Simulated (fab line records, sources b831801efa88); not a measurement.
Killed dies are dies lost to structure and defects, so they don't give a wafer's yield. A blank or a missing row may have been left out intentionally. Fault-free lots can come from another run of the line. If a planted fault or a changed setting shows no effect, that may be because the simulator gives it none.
Matching of chambers :: flow gf180mcu :: GF_V4_ETCH_17 on rie diel-01 has 4 sister chambers
The step etches SiO2 in C4F8/O2/Ar, stops on TiN, target depth 630 nm. 14 wafers are shown with their chamber, then 7 later ones without.

## WAFERS, EACH WITH ITS CHAMBER
wafer: L583.2
chamber: 1
oes product au (a.u.): 0.853
rf fwd power W (W): 1499

wafer: L583.3
chamber: 0
oes product au (a.u.): 0.854
rf fwd power W (W): 1488

wafer: L583.4
chamber: 1
oes product au (a.u.): 0.856
rf fwd power W (W): 1494

wafer: L585.3
chamber: 0
oes product au (a.u.): 0.856
rf fwd power W (W): 1486

wafer: L585.4
chamber: 3
oes product au (a.u.): 0.857
rf fwd power W (W): 1487

wafer: L585.6
chamber: 0
oes product au (a.u.): 0.850
rf fwd power W (W): 1485

wafer: L586.2
chamber: 0
oes product au (a.u.): 0.855
rf fwd power W (W): 1487

wafer: L586.4
chamber: 0
oes product au (a.u.): 0.859
rf fwd power W (W): 1499

wafer: L586.6
chamber: 1
oes product au (a.u.): 0.850
rf fwd power W (W): 1486

wafer: L599.4
chamber: 1
oes product au (a.u.): 0.862
rf fwd power W (W): 1489

wafer: L599.5
chamber: 3
oes product au (a.u.): 0.864
rf fwd power W (W): 1497

wafer: L599.6
chamber: 0
oes product au (a.u.): 0.853
rf fwd power W (W): 1497

wafer: L600.3
chamber: 0
oes product au (a.u.): 0.861
rf fwd power W (W): 1488

wafer: L600.4
chamber: 2
oes product au (a.u.): 0.850
rf fwd power W (W): 1501

SIGNATURES, as means of the wafers listed above
reading: oes product au
chamber 0: 0.85543
chamber 1: 0.85525
chamber 2: 0.85000
chamber 3: 0.86050
scatter within a chamber: 0.0043

reading: rf fwd power W
chamber 0: 1490.00
chamber 1: 1492.00
chamber 2: 1501.00
chamber 3: 1492.00
scatter within a chamber: 5.8
Rule: a wafer lies at a distance from a chamber equal to the root of the sum of squares, over the readings, of (its reading less the chamber's mean, divided by the reading's scatter). If the next closest chamber is less than 2 further off than the closest, the wafer can't be placed; otherwise it belongs to the closest. The scatter: the root of (the sum of the squares of (reading less its chamber's mean) over the shown wafers, divided by (wafers less chambers)).

## WAFERS MISSING THEIR CHAMBER
wafer: L600.6
oes product au (a.u.): 0.860
rf fwd power W (W): 1494

wafer: L604.1
oes product au (a.u.): 0.856
rf fwd power W (W): 1489

wafer: L604.4
oes product au (a.u.): 0.852
rf fwd power W (W): 1489

wafer: L604.5
oes product au (a.u.): 0.853
rf fwd power W (W): 1499

wafer: L605.1
oes product au (a.u.): 0.855
rf fwd power W (W): 1484

wafer: L605.4
oes product au (a.u.): 0.851
rf fwd power W (W): 1492

wafer: L605.5
oes product au (a.u.): 0.849
rf fwd power W (W): 1497

## THE CHAMBER EACH PASSED THROUGH
wafer: L600.6
from the rows above: can't be placed: 3 or 1 or 0
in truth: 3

wafer: L604.1
from the rows above: can't be placed: 0 or 1 or 3
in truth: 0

wafer: L604.4
from the rows above: can't be placed: 0 or 1 or 3 or 2
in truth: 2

wafer: L604.5
from the rows above: can't be placed: 2 or 1 or 0 or 3
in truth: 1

wafer: L605.1
from the rows above: can't be placed: 0 or 1 or 3
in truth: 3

wafer: L605.4
from the rows above: can't be placed: 1 or 0 or 2 or 3
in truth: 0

wafer: L605.5
from the rows above: can't be placed: 2 or 1 or 0
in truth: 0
Correct placement for 0 of the 7. Can't be placed from these rows: 7 (the true chamber is among the candidates in 7). Number placed wrongly: 0.
